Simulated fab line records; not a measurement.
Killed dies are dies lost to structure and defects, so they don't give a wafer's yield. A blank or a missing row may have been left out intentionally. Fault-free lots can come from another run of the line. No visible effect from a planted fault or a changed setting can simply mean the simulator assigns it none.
Chamber matching | flow sky130 | SKY_VIA2_ETCH_15 on rie diel-01 has 4 sister chambers
The step etches SiO2 in C4F8/O2/Ar, stops on TiN, target depth 546 nm, time 84 s. 4 wafers are shown with their chamber, then 10 later ones without.

## WAFERS, EACH WITH ITS CHAMBER
wafer  | chamber | rf fwd power W (W)
L080.3 | 2       | 1497
L086.2 | 0       | 1491
L088.1 | 1       | 1482
L088.3 | 3       | 1485

## WAFERS WITHOUT THEIR CHAMBER
wafer  | rf fwd power W (W)
L088.6 | 1483
L095.1 | 1488
L095.2 | 1489
L095.5 | 1493
L096.1 | 1486
L096.2 | 1479
L096.4 | 1495
L097.3 | 1479
L097.4 | 1482
L097.5 | 1495

## WHICH CHAMBER EACH WENT THROUGH
wafer  | from the rows above          | in truth
L088.6 | can't be placed: 1 or 3      | 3
L095.1 | can't be placed: 0 or 3 or 1 | 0
L095.2 | can't be placed: 0 or 3      | 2
L095.5 | can't be placed: 0 or 2      | 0
L096.1 | can't be placed: 3 or 1 or 0 | 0
L096.2 | can't be placed: 1 or 3      | 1
L096.4 | can't be placed: 2 or 0      | 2
L097.3 | can't be placed: 1 or 3      | 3
L097.4 | can't be placed: 1 or 3      | 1
L097.5 | can't be placed: 2 or 0      | 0
Correctly placed: 0 of 10. These rows do not allow placing 10 (true chamber among the candidates in 9). Number placed wrongly: 0.
How it was worked out, from the rows above alone: a wafer's distance from a chamber is the root of the sum, over the readings, of the square of ((its reading less the chamber's mean) divided by the reading's scatter). If the next closest chamber is less than 2 further off than the closest, the wafer can't be placed; otherwise it belongs to the closest. A chamber's mean is the mean of its shown wafers. The scatter: root of mean squared gap, hidden wafer to nearest shown wafer, with one shown wafer a chamber.
